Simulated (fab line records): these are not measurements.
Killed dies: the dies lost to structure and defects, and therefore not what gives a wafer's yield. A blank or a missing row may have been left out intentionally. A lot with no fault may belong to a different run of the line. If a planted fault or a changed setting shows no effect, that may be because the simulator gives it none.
Which tool is to blame? :: flow sky130 :: Sampling: 24 lots, 72 wafers, 4 of 708 route steps

## WHAT THE GAUGES SHOWED, per wafer
SKY_POLY_GATE_OVL_MEAS_14.
lot: L074
measured: day 16 04:44
on: overlay-02
POLY_GATE_OVL (nm): 1 1 1

lot: L075
measured: day 17 10:32
on: overlay-01
POLY_GATE_OVL (nm): -4 0 0

lot: L076
measured: day 17 12:29
on: overlay-02
POLY_GATE_OVL (nm): -4 -2 4

lot: L077
measured: day 17 16:38
on: overlay-01
POLY_GATE_OVL (nm): 4 -2 2

lot: L079
measured: day 17 18:50
on: overlay-01
POLY_GATE_OVL (nm): 2 -6 1

lot: L078
measured: day 17 22:56
on: overlay-01
POLY_GATE_OVL (nm): 1 -1 -1

lot: L080
measured: day 18 09:08
on: overlay-01
POLY_GATE_OVL (nm): -1 -3 2

lot: L081
measured: day 19 01:17
on: overlay-01
POLY_GATE_OVL (nm): -5 0 -3

lot: L082
measured: day 19 12:56
on: overlay-02
POLY_GATE_OVL (nm): 8 3 10

lot: L084
measured: day 19 19:21
on: overlay-02
POLY_GATE_OVL (nm): 6 0 -2

lot: L083
measured: day 19 19:32
on: overlay-01
POLY_GATE_OVL (nm): 7 1 -2

lot: L085
measured: day 20 02:11
on: overlay-02
POLY_GATE_OVL (nm): 12 2 6

lot: L086
measured: day 20 19:15
on: overlay-01
POLY_GATE_OVL (nm): -6 -7 -2

lot: L087
measured: day 21 04:00
on: overlay-02
POLY_GATE_OVL (nm): -10 -6 -1

lot: L088
measured: day 21 10:35
on: overlay-02
POLY_GATE_OVL (nm): -7 -9 -4

lot: L089
measured: day 21 20:53
on: overlay-01
POLY_GATE_OVL (nm): 0 -3 -4

lot: L090
measured: day 22 09:35
on: overlay-01
POLY_GATE_OVL (nm): -4 -2 -2

lot: L091
measured: day 22 17:18
on: overlay-02
POLY_GATE_OVL (nm): 7 2 -1

lot: L092
measured: day 22 20:35
on: overlay-02
POLY_GATE_OVL (nm): -7 -2 4

lot: L093
measured: day 23 11:11
on: overlay-01
POLY_GATE_OVL (nm): 4 0 4

lot: L094
measured: day 24 02:44
on: overlay-01
POLY_GATE_OVL (nm): 1 2 4

lot: L095
measured: day 24 23:11
on: overlay-02
POLY_GATE_OVL (nm): -14 -4 -8

lot: L097
measured: day 25 17:50
on: overlay-01
POLY_GATE_OVL (nm): -10 -5 -8

lot: L096
measured: day 25 21:20
on: overlay-02
POLY_GATE_OVL (nm): 5 -6 -3

SKY_CAPM_OVL_MEAS_12.
lot: L074
measured: day 37 06:49
on: overlay-01
CAPM_OVL (nm): -0.9 -1.9 -1.1

lot: L075
measured: day 38 13:28
on: overlay-02
CAPM_OVL (nm): 2.0 0.6 3.5

lot: L076
measured: day 38 14:58
on: overlay-01
CAPM_OVL (nm): 0.4 0.2 -0.5

lot: L077
measured: day 38 15:16
on: overlay-01
CAPM_OVL (nm): -0.7 0.4 1.2

lot: L079
measured: day 38 16:14
on: overlay-01
CAPM_OVL (nm): 0.2 -1.3 -0.6

lot: L078
measured: day 38 20:24
on: overlay-01
CAPM_OVL (nm): 1.2 1.5 1.1

lot: L080
measured: day 39 04:13
on: overlay-02
CAPM_OVL (nm): 0.3 0.9 0.3

lot: L081
measured: day 39 16:37
on: overlay-01
CAPM_OVL (nm): 0.1 -0.3 0.1

lot: L082
measured: day 40 02:43
on: overlay-02
CAPM_OVL (nm): -0.1 -0.5 0.2

lot: L084
measured: day 40 04:59
on: overlay-02
CAPM_OVL (nm): 2.3 2.9 -0.1

lot: L083
measured: day 40 09:22
on: overlay-01
CAPM_OVL (nm): 0.9 1.0 -0.9

lot: L085
measured: day 40 10:25
on: overlay-02
CAPM_OVL (nm): 2.4 1.1 2.5

lot: L086
measured: day 41 03:28
on: overlay-01
CAPM_OVL (nm): -0.1 0.5 -2.5

lot: L087
measured: day 41 10:22
on: overlay-02
CAPM_OVL (nm): 3.1 2.8 0.8

lot: L088
measured: day 41 11:55
on: overlay-01
CAPM_OVL (nm): 0.5 1.3 0.7

lot: L089
measured: day 41 20:25
on: overlay-01
CAPM_OVL (nm): 1.6 1.9 0.3

lot: L090
measured: day 42 06:43
on: overlay-02
CAPM_OVL (nm): 2.8 2.1 2.3

lot: L091
measured: day 42 09:47
on: overlay-02
CAPM_OVL (nm): 0.1 0.5 1.6

lot: L092
measured: day 42 13:25
on: overlay-02
CAPM_OVL (nm): 3.9 1.4 0.9

lot: L093
measured: day 43 07:46
on: overlay-01
CAPM_OVL (nm): 1.9 2.3 3.2

lot: L094
measured: day 43 14:10
on: overlay-01
CAPM_OVL (nm): 1.9 2.6 2.6

lot: L095
measured: day 44 06:16
on: overlay-01
CAPM_OVL (nm): 1.2 -0.4 2.6

lot: L097
measured: day 45 04:34
on: overlay-02
CAPM_OVL (nm): 0.5 1.3 1.5

lot: L096
measured: day 45 05:43
on: overlay-02
CAPM_OVL (nm): 0.1 0.8 1.2

## EACH LOT AND THE TOOL THAT RAN IT (in order: tool; ch and the chambers of the sampled wafers; start)
lot: L074
SKY_CONTACT_ETCH_18: rie_diel-02 ch 1,2,3, day 34 22:46 or earlier
SKY_METAL2_DESCUM_17: rie_metal-02 ch 0, day 34 22:46

lot: L075
SKY_CONTACT_ETCH_18: rie_diel-01 ch 0,2, day 36 07:16 or earlier
SKY_METAL2_DESCUM_17: rie_metal-02 ch 1, day 36 07:16

lot: L076
SKY_CONTACT_ETCH_18: rie_diel-02 ch 2,3, day 36 08:25 or earlier
SKY_METAL2_DESCUM_17: rie_metal-04 ch 0,1, day 36 08:25

lot: L077
SKY_CONTACT_ETCH_18: rie_diel-01 ch 0,2, day 36 08:29 or earlier
SKY_METAL2_DESCUM_17: rie_metal-02 ch 0,1, day 36 08:29

lot: L079
SKY_CONTACT_ETCH_18: rie_diel-01 ch 0,2, day 36 09:47 or earlier
SKY_METAL2_DESCUM_17: rie_metal-04 ch 0,1, day 36 09:47

lot: L078
SKY_CONTACT_ETCH_18: rie_diel-02 ch 0,1, day 36 14:13 or earlier
SKY_METAL2_DESCUM_17: rie_metal-04 ch 1, day 36 14:13

lot: L080
SKY_CONTACT_ETCH_18: rie_diel-01 ch 1,2,3, day 36 22:38 or earlier
SKY_METAL2_DESCUM_17: rie_metal-04 ch 0, day 36 22:38

lot: L081
SKY_CONTACT_ETCH_18: rie_diel-02 ch 1,3, day 37 11:43 or earlier
SKY_METAL2_DESCUM_17: rie_metal-03 ch 0,1, day 37 11:43

lot: L082
SKY_CONTACT_ETCH_18: rie_diel-02 ch 0,1,3, day 37 21:41 or earlier
SKY_METAL2_DESCUM_17: rie_metal-03 ch 0,1, day 37 21:41

lot: L084
SKY_CONTACT_ETCH_18: rie_diel-03 ch 0,1, day 38 00:26 or earlier
SKY_METAL2_DESCUM_17: rie_metal-03 ch 0,1, day 38 00:26

lot: L083
SKY_CONTACT_ETCH_18: rie_diel-02 ch 0,1, day 38 04:22 or earlier
SKY_METAL2_DESCUM_17: rie_metal-03 ch 0,1, day 38 04:22

lot: L085
SKY_CONTACT_ETCH_18: rie_diel-01 ch 0,2,3, day 38 06:17 or earlier
SKY_METAL2_DESCUM_17: rie_metal-04 ch 0,1, day 38 06:17

lot: L086
SKY_CONTACT_ETCH_18: rie_diel-03 ch 0,2, day 38 22:11 or earlier
SKY_METAL2_DESCUM_17: rie_metal-04 ch 1, day 38 22:11

lot: L087
SKY_CONTACT_ETCH_18: rie_diel-03 ch 1,2, day 39 07:56 or earlier
SKY_METAL2_DESCUM_17: rie_metal-03 ch 0,1, day 39 07:56

lot: L088
SKY_CONTACT_ETCH_18: rie_diel-01 ch 0,2, day 39 10:29 or earlier
SKY_METAL2_DESCUM_17: rie_metal-04 ch 0,1, day 39 10:29

lot: L089
SKY_CONTACT_ETCH_18: rie_diel-03 ch 1,3, day 39 18:04 or earlier
SKY_METAL2_DESCUM_17: rie_metal-03 ch 0,1, day 39 18:04

lot: L090
SKY_CONTACT_ETCH_18: rie_diel-01 ch 0,1,3, day 40 04:02 or earlier
SKY_METAL2_DESCUM_17: rie_metal-03 ch 0,1, day 40 04:02

lot: L091
SKY_CONTACT_ETCH_18: rie_diel-01 ch 0,1,2, day 40 06:44 or earlier
SKY_METAL2_DESCUM_17: rie_metal-03 ch 0,1, day 40 06:44

lot: L092
SKY_CONTACT_ETCH_18: rie_diel-02 ch 0,1, day 40 11:59 or earlier
SKY_METAL2_DESCUM_17: rie_metal-03 ch 0,1, day 40 11:59

lot: L093
SKY_CONTACT_ETCH_18: rie_diel-01 ch 1,2,3, day 41 01:34 or earlier
SKY_METAL2_DESCUM_17: rie_metal-03 ch 0,1, day 41 01:34

lot: L094
SKY_CONTACT_ETCH_18: rie_diel-03 ch 1,2,3, day 41 12:52 or earlier
SKY_METAL2_DESCUM_17: rie_metal-04 ch 0, day 41 12:52

lot: L095
SKY_CONTACT_ETCH_18: rie_diel-01 ch 1,3, day 42 05:31 or earlier
SKY_METAL2_DESCUM_17: rie_metal-03 ch 0,1, day 42 05:31

lot: L097
SKY_CONTACT_ETCH_18: rie_diel-01 ch 0,2,3, day 43 06:05 or earlier
SKY_METAL2_DESCUM_17: rie_metal-04 ch 0,1, day 43 06:05

lot: L096
SKY_CONTACT_ETCH_18: rie_diel-03 ch 0,1,2, day 43 06:26 or earlier
SKY_METAL2_DESCUM_17: rie_metal-03 ch 0,1, day 43 06:26
- SKY_CONTACT_ETCH_18: etches Si3N4 in CHF3/O2, stops on TiN, time 39 s, target depth 75 nm.
- SKY_METAL2_DESCUM_17: chemistry O2, time 8 s.

## AS READ BY THE TOOLS THEMSELVES (means over the sampled wafers that have a number; for cases with no such wafer, the mark the record gives instead)
SKY_CONTACT_ETCH_18.
lot: L074
tool: rie_diel-02
O2_flow_sccm (sccm): 4.990
drypump_motor_current_A (A): 5.8
oes_product_au (a.u.): 0.852
throttle_valve_pct (%): 8.792

lot: L075
tool: rie_diel-01
O2_flow_sccm (sccm): 4.998
drypump_motor_current_A (A): 5.8
oes_product_au (a.u.): 0.851
throttle_valve_pct (%): 8.801

lot: L076
tool: rie_diel-02
O2_flow_sccm (sccm): 5.010
drypump_motor_current_A (A): 5.7
oes_product_au (a.u.): 0.857
throttle_valve_pct (%): 8.800

lot: L077
tool: rie_diel-01
O2_flow_sccm (sccm): 5.005
drypump_motor_current_A (A): 5.8
oes_product_au (a.u.): 0.853
throttle_valve_pct (%): 8.801

lot: L079
tool: rie_diel-01
O2_flow_sccm (sccm): 5.002
drypump_motor_current_A (A): 5.2
oes_product_au (a.u.): 0.858
throttle_valve_pct (%): 8.811

lot: L078
tool: rie_diel-02
O2_flow_sccm (sccm): 4.997
drypump_motor_current_A (A): 5.9
oes_product_au (a.u.): 0.860
throttle_valve_pct (%): 8.785

lot: L080
tool: rie_diel-01
O2_flow_sccm (sccm): 4.997
drypump_motor_current_A (A): 5.3
oes_product_au (a.u.): 0.851
throttle_valve_pct (%): 8.786

lot: L081
tool: rie_diel-02
O2_flow_sccm (sccm): 5.000
drypump_motor_current_A (A): 5.8
oes_product_au (a.u.): 0.851
throttle_valve_pct (%): 8.790

lot: L082
tool: rie_diel-02
O2_flow_sccm (sccm): 5.009
drypump_motor_current_A (A): 5.8
oes_product_au (a.u.): 0.845
throttle_valve_pct (%): 8.786

lot: L084
tool: rie_diel-03
O2_flow_sccm (sccm): 5.003
drypump_motor_current_A (A): 5.4
oes_product_au (a.u.): 0.853
throttle_valve_pct (%): 8.789

lot: L083
tool: rie_diel-02
O2_flow_sccm (sccm): 5.012
drypump_motor_current_A (A): 5.9
oes_product_au (a.u.): 0.851
throttle_valve_pct (%): 8.791

lot: L085
tool: rie_diel-01
O2_flow_sccm (sccm): 4.998
drypump_motor_current_A (A): 5.6
oes_product_au (a.u.): 0.851
throttle_valve_pct (%): 8.777

lot: L086
tool: rie_diel-03
O2_flow_sccm (sccm): 5.020
drypump_motor_current_A (A): 5.6
oes_product_au (a.u.): 0.854
throttle_valve_pct (%): 8.788

lot: L087
tool: rie_diel-03
O2_flow_sccm (sccm): 5.011
drypump_motor_current_A (A): 5.5
oes_product_au (a.u.): 0.856
throttle_valve_pct (%): 8.798

lot: L088
tool: rie_diel-01
O2_flow_sccm (sccm): 5.016
drypump_motor_current_A (A): 5.2
oes_product_au (a.u.): 0.860
throttle_valve_pct (%): 8.786

lot: L089
tool: rie_diel-03
O2_flow_sccm (sccm): 4.994
drypump_motor_current_A (A): 5.1
oes_product_au (a.u.): 0.851
throttle_valve_pct (%): 8.797

lot: L090
tool: rie_diel-01
O2_flow_sccm (sccm): 5.007
drypump_motor_current_A (A): 5.8
oes_product_au (a.u.): 0.848
throttle_valve_pct (%): 8.794

lot: L091
tool: rie_diel-01
O2_flow_sccm (sccm): 4.996
drypump_motor_current_A (A): 5.4
oes_product_au (a.u.): 0.859
throttle_valve_pct (%): 8.796

lot: L092
tool: rie_diel-02
O2_flow_sccm (sccm): 4.988
drypump_motor_current_A (A): 5.9
oes_product_au (a.u.): 0.854
throttle_valve_pct (%): 8.786

lot: L093
tool: rie_diel-01
O2_flow_sccm (sccm): 5.013
drypump_motor_current_A (A): 5.3
oes_product_au (a.u.): 0.850
throttle_valve_pct (%): 8.792

lot: L094
tool: rie_diel-03
O2_flow_sccm (sccm): 5.009
drypump_motor_current_A (A): 5.3
oes_product_au (a.u.): 0.851
throttle_valve_pct (%): 8.798

lot: L095
tool: rie_diel-01
O2_flow_sccm (sccm): 5.001
drypump_motor_current_A (A): 5.5
oes_product_au (a.u.): 0.851
throttle_valve_pct (%): 8.792

lot: L097
tool: rie_diel-01
O2_flow_sccm (sccm): 5.003
drypump_motor_current_A (A): 5.7
oes_product_au (a.u.): 0.851
throttle_valve_pct (%): 8.797

lot: L096
tool: rie_diel-03
O2_flow_sccm (sccm): 4.994
drypump_motor_current_A (A): 5.4
oes_product_au (a.u.): 0.858
throttle_valve_pct (%): 8.791

SKY_METAL2_DESCUM_17.
lot: L074
tool: rie_metal-02
drypump_motor_current_A (A): 6.26
oes_product_au (a.u.): 1.015
temp_c (C): 39.96

lot: L075
tool: rie_metal-02
drypump_motor_current_A (A): 5.30
oes_product_au (a.u.): 1.002
temp_c (C): 39.89

lot: L076
tool: rie_metal-04
drypump_motor_current_A (A): 5.90
oes_product_au (a.u.): 0.987
temp_c (C): 39.98

lot: L077
tool: rie_metal-02
drypump_motor_current_A (A): 5.63
oes_product_au (a.u.): 1.003
temp_c (C): 40.12

lot: L079
tool: rie_metal-04
drypump_motor_current_A (A): 5.83
oes_product_au (a.u.): 0.990
temp_c (C): 40.00

lot: L078
tool: rie_metal-04
drypump_motor_current_A (A): 5.74
oes_product_au (a.u.): 0.992
temp_c (C): 40.12

lot: L080
tool: rie_metal-04
drypump_motor_current_A (A): 6.00
oes_product_au (a.u.): 0.993
temp_c (C): 40.01

lot: L081
tool: rie_metal-03
drypump_motor_current_A (A): 6.26
oes_product_au (a.u.): 1.002
temp_c (C): 40.01

lot: L082
tool: rie_metal-03
drypump_motor_current_A (A): 6.09
oes_product_au (a.u.): 0.996
temp_c (C): 40.00

lot: L084
tool: rie_metal-03
drypump_motor_current_A (A): 6.24
oes_product_au (a.u.): 1.005
temp_c (C): 39.99

lot: L083
tool: rie_metal-03
drypump_motor_current_A (A): 6.08
oes_product_au (a.u.): 1.008
temp_c (C): 39.97

lot: L085
tool: rie_metal-04
drypump_motor_current_A (A): 5.91
oes_product_au (a.u.): 0.987
temp_c (C): 40.08

lot: L086
tool: rie_metal-04
drypump_motor_current_A (A): 5.74
oes_product_au (a.u.): 0.991
temp_c (C): 39.91

lot: L087
tool: rie_metal-03
drypump_motor_current_A (A): 6.06
oes_product_au (a.u.): 1.003
temp_c (C): 39.92

lot: L088
tool: rie_metal-04
drypump_motor_current_A (A): 5.90
oes_product_au (a.u.): 0.988
temp_c (C): 40.00

lot: L089
tool: rie_metal-03
drypump_motor_current_A (A): 6.10
oes_product_au (a.u.): 1.014
temp_c (C): 40.06

lot: L090
tool: rie_metal-03
drypump_motor_current_A (A): 6.06
oes_product_au (a.u.): 1.009
temp_c (C): 39.93

lot: L091
tool: rie_metal-03
drypump_motor_current_A (A): 6.06
oes_product_au (a.u.): 1.015
temp_c (C): 39.94

lot: L092
tool: rie_metal-03
drypump_motor_current_A (A): 6.25
oes_product_au (a.u.): 0.999
temp_c (C): 40.02

lot: L093
tool: rie_metal-03
drypump_motor_current_A (A): 6.25
oes_product_au (a.u.): 1.005
temp_c (C): 39.94

lot: L094
tool: rie_metal-04
drypump_motor_current_A (A): 6.01
oes_product_au (a.u.): 0.994
temp_c (C): 39.95

lot: L095
tool: rie_metal-03
drypump_motor_current_A (A): 6.26
oes_product_au (a.u.): 1.010
temp_c (C): 39.99

lot: L097
tool: rie_metal-04
drypump_motor_current_A (A): 5.90
oes_product_au (a.u.): 0.987
temp_c (C): 39.93

lot: L096
tool: rie_metal-03
drypump_motor_current_A (A): 6.26
oes_product_au (a.u.): 1.002
temp_c (C): 40.08

## THE ANSWER, worked out from the rows above alone
Rule: usual is defined by the lots themselves. Put in order of their means at a reading, lots are off if they are a third of the lots or fewer, leave a main group of 4 or more, and stand apart from it by a gap of 3 or more times the standard deviation of the main group's means; of several such gaps the widest counts. If all means in a main group match to the digits the tables above print for the reading, that group is not used. A lot without any number at a reading at which 4 lots or more have one is off too. Any other lot the step has rows for is counted as sound. Order of review: gauges by route order, followed by the tools' own readings, for which a lot's mean as printed above is used. The first step at which some lot is off is used, and at that step the reading that is off furthest; a lot without a number counts as furthest.
Across all readings shown, no lot is off: no conclusion can be drawn from this.

## WHAT HAD BEEN PUT IN BY THE SIMULATOR
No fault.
